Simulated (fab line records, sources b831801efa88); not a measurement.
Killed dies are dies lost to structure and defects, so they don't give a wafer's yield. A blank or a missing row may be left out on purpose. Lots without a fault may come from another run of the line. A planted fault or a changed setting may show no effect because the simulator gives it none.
Problem report in the 8D (eight disciplines) form, filled by code | flow sky130 | the parts of the form that need people (team, actions taken, sign-off) are left out

1. THE PROBLEM
chamber_pressure_pa at SKY_METAL3_SPUTTER_00 reads a mean of 0.5026 Pa on 4 wafers of 2 lots; wafers without a fault read 0.4003 Pa with a standard deviation of 0.00083. That is +99 or more standard deviations from the usual mean.
The step: material Ti, target thk 15 nm, time 10 s.
First seen on wafer L619.3, day 39 13:52, on pvd_sputter-03. The record holds 36 wafers of 12 lots with a number at this step. Rule for "out", or "out of limits": more than 4 standard deviations from the usual mean. The other wafers with a number count as sound.

2. WHAT IT IS AND WHAT IT IS NOT
question                    | is                                      | is not
which readings at this step | chamber_pressure_pa, throttle_valve_pct | -
which lots                  | L619, L622                              | L612, L613, L616, L617, L627, L628, L632, L633, L634, L635
which wafers of those lots  | L619.3, L619.6, L622.2, L622.5          | L619.5, L622.3
read on which tools         | pvd_sputter-03                          | pvd_sputter-01, pvd_sputter-02
when                        | from day 39 13:52                       | up to then (13 sound wafers); but 19 sound wafers of L622, L627, L628, L632, L633, L634, L635 came after

3. SUSPECTS, AND WHAT RULES EACH OUT
Counting: a tool at a process step up to the reading stays a suspect if it ran every lot that is out. Sound lots after the first of them don't rule it out here, since some wafers of a struck lot are sound.
- cmp-02 at SKY_VIA2_CMP_02 (polishes SiO2): kept. It ran every lot that is out, first L619 (day 38 11:26); its last sound lot up to then is L617 (day 37 11:49).
- cvd_w-02 at SKY_VIA2_CVD_21 (deposits W, target thk 420 nm, time 126.4 s): kept. It ran every lot that is out, first L619 (day 39 13:17); its last sound lot up to then is L617 (day 38 14:11).
- cmp-01 at SKY_VIA2_CMP_24 (polishes, stops on SiO2, t overpolish 20 s, target thk 0 nm): kept. It ran every lot that is out, first L619 (day 39 13:37); its last sound lot up to then is L612 (day 36 15:47).
- pvd_sputter-03 at SKY_METAL3_SPUTTER_00 (material Ti, target thk 15 nm, time 10 s): kept. It ran every lot that is out, first L619 (day 39 13:52); its last sound lot up to then is L616 (day 38 00:13). Its own readings are out on those wafers: chamber_pressure_pa, throttle_valve_pct.
Left after counting: cmp-02 at SKY_VIA2_CMP_02, cvd_w-02 at SKY_VIA2_CVD_21, cmp-01 at SKY_VIA2_CMP_24, pvd_sputter-03 at SKY_METAL3_SPUTTER_00.

4. THE CAUSE (what the simulator had put in)
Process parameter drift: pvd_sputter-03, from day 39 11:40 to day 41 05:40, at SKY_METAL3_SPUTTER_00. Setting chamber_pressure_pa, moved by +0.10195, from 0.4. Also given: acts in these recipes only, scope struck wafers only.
Counting left 4 suspects, and this tool is among them.

5. THE CHAIN OF EFFECTS, in route order
Each row: a reading whose mean over the struck wafers that have a number lies more than 3 standard deviations from the usual. Only readings for which the record gives a usual standard deviation are gone through. hours: the time from each lot's start at the first step in this table that gives one to its start at this step, as a median over the lots. sigmas: the change in usual standard deviations.
hours | step                  | reading             | usual     | on struck wafers | change  | sigmas
0     | SKY_METAL3_SPUTTER_00 | chamber_pressure_pa | 0.4003 Pa | 0.5026           | +0.1023 | +99 or more
0     | SKY_METAL3_SPUTTER_00 | throttle_valve_pct  | 29.7 %    | 25.3             | -4.4    | -4.5
The process steps in it:
- SKY_METAL3_SPUTTER_00: material Ti, target thk 15 nm, time 10 s.

6. WHAT WOULD HAVE CAUGHT IT SOONER
In this record the first reading out of limits was taken at day 39 13:52, 2 hours after the fault began at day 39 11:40.
